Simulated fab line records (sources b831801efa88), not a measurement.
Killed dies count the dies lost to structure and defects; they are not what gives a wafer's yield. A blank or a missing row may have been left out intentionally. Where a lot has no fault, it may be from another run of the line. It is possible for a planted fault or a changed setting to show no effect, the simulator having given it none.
A lot that was struck, set against a sound lot	flow sky130	37 out of 708 route steps
Sound: the wafers L728.1, L728.5, L728.6. Wafers struck: L742.1, L742.2, L742.3. At the end, the cause is stated.
Order at every step that has rows: each side's tool, ch and its chambers, its first start. Under that, the readings that differ: sound wafers	struck wafers	difference of the means	sigmas: that difference in standard deviations of wafers without a fault.
alike: readings whose means differ by less than 2 such deviations, and words and numbers that are the same on both sides. not compared: withheld readings, readings that some wafer has no value for, bounds like >300 that may hide the same value, and numbers for which the record gives no deviation and whose values overlap.
A row with sigmas, a row that says differs or no value, or rows on one side alone: a step with any of these is where the two part. When numbers do not overlap yet have no deviation, they are printed without sigmas and do not part them. Lack of a reading on every wafer of one side parts them only where that side has two or more wafers.

first, 10 steps without rows for these wafers: SKY_LDD_LDN_SOFTBAKE_03 (time 60 s); SKY_LDD_LDN_EXPOSE_04 (exposes mask LDNTM, target cd 700 nm); SKY_LDD_LDN_PEB_05; SKY_LDD_LDN_DEVELOP_06 (develop time 60 s); SKY_LDD_LDN_IMPLANT_08; SKY_LDD_LDN_IMPLANT_09; SKY_LDD_LDN_IMPLANT_10; SKY_LDD_LDN_IMPLANT_11; SKY_LDD_LDN_STRIP_12 (strips in O2/N2); SKY_LDD_LDN_CLEAN_14 (cleans in SC1/SC2, time 150 s).
SKY_SPACER_CVD_00: deposits Si3N4 from DCS/NH3, target thk 43.1 nm, time 740 s.
  sound on lpcvd-02 ch 1, day 23 01:32; struck on lpcvd-02 ch 1, day 28 08:50
reading	sound	struck	difference	sigmas
model.Si3N4_of_SPACER_CVD_00.thk_nm (nm)	43.61 43.55 43.58	32.22 32.45 32	-11.36	
SKY_SPACER_THK_MEAS_01:
  struck on film_metro-02, day 28 10:02; sound on film_metro-03, day 23 02:45
reading	sound	struck	difference	sigmas
SPACER_CVD_00_THK (nm)	43.6 43.5 43.6	32.3 32.4 32.0	-11.3	-29
SKY_SPACER_ETCHBACK_02: etches Si3N4 in CH3F/O2, stops on SiO2, time 46.7 s, target depth 45 nm.
  sound on rie_diel-02 ch 0,1,3, day 23 02:49; struck on rie_diel-02 ch 0,1,2, day 28 10:06
reading	sound	struck	difference	sigmas
oes_product_au (a.u.)	0.860 0.859 0.855	0.737 0.737 0.732	-0.123	-19
model.etch.depth_nm (nm)	43.61 43.55 43.58	32.22 32.45 32	-11.36	
  alike: O2_flow_sccm, drypump_motor_current_A, throttle_valve_pct
  not compared: rf_hours_counter_h
then, 22 steps without rows for these wafers: SKY_POLY_CUT_DEHYDRATE_00 (time 60 s); SKY_POLY_CUT_HMDS_01 (prime time 60 s); SKY_POLY_CUT_COAT_02 (resist thk 60 nm); SKY_POLY_CUT_COAT_03 (resist thk 450 nm); SKY_POLY_CUT_SOFTBAKE_04 (time 90 s); SKY_POLY_CUT_EXPOSE_05 (exposes mask NPCM, target cd 270 nm); SKY_POLY_CUT_PEB_06; SKY_POLY_CUT_DEVELOP_07 (develop time 60 s); SKY_POLY_CUT_ETCH_10 (etches BARC in N2/H2, stops on SiO2, time 45.9 s, target depth 60 nm); SKY_POLY_CUT_ETCH_11 (etches Si3N4 in CF4/CH2F2/Ar, stops on poly-Si, time 42.5 s, target depth 60 nm); SKY_POLY_CUT_STRIP_12 (strips in O2/N2); SKY_SD_P_DEHYDRATE_00 (time 60 s); SKY_SD_P_HMDS_01 (prime time 60 s); SKY_SD_P_COAT_02 (resist thk 1140 nm); SKY_SD_P_SOFTBAKE_03 (time 60 s); SKY_SD_P_EXPOSE_04 (exposes mask PSDM, target cd 380 nm); SKY_SD_P_PEB_05; SKY_SD_P_DEVELOP_06 (develop time 60 s); SKY_SD_P_IMPLANT_09; SKY_SD_P_STRIP_10 (strips in O2/N2); SKY_RES_XHIGH_DEHYDRATE_00 (time 60 s); SKY_RES_XHIGH_HMDS_01 (prime time 62.52 s).
-- the record jumps here: 5 days lie between the struck wafers' starts before and after (it left off in module RES_XHIGH and takes up again in module SALICIDE, whose first step shown is number 361 of the route) --
SKY_SALICIDE_CLEAN_00: cleans in HF-last, time 30 s.
  sound on wet_bench-01 ch 2, day 28 03:56; struck on wet_bench-01 ch 3, day 33 03:11
reading	sound	struck	difference	sigmas
model.Si3N4_of_SPACER_CVD_00.thk_nm (nm)	42.62 42.57 42.59	31.26 31.48 31.03	-11.34	
-- the record jumps here: 16 days lie between the struck wafers' starts before and after (it left off in module SALICIDE and takes up again in module PAD_OPEN, whose first step shown is number 708 of the route) --
SKY_PAD_OPEN_PROBE_99:
  struck on prober-02, day 49 13:33; sound on prober-02, day 45 21:46
reading	sound	struck	difference	sigmas
model.etest.pfet_01v8.r_on_ohm_um	2940 2836 2831	2508 2538 2454	-369	
model.etest.nfet_g5v0d10v5.r_on_ohm_um	1914 1910 1900	1786 1816 1775	-116	
model.etest.sonos_uncharged.r_on_ohm_um	828.2 821.6 816.1	735.5 744.1 724.9	-87.1	
model.etest.pfet_01v8.drive_ua_um	189.6 199.3 200.5	228.1 222.6 232.6	+31.3	
model.etest.nfet_01v8_lvt.drive_ua_um	580.8 593.3 581.3	627 626.6 637	+45	
model.etest.sram_pfet_latch.drive_ua_um	141.3 143.4 152.1	169.2 171.4 184.6	+29.5	
model.etest.pfet_01v8_hvt.drive_ua_um	142.1 149.3 148.6	172.3 169 176.2	+25.8	
  alike: killed_at_M0_to_M3, killed_at_M4_up, killed_at_contacts, killed_at_front_end, killed_at_other, killed_dies, killed_open, killed_short
  not compared: model.etest.res_pdiff.line_ohm_um

== WHERE THEY PART ==
Last at SKY_SPACER_ETCHBACK_02 as far as this record goes, first at SKY_SPACER_THK_MEAS_01. Later steps at which nothing parts them and some readings are alike: SKY_PAD_OPEN_PROBE_99.

WHY: what the simulator had put in
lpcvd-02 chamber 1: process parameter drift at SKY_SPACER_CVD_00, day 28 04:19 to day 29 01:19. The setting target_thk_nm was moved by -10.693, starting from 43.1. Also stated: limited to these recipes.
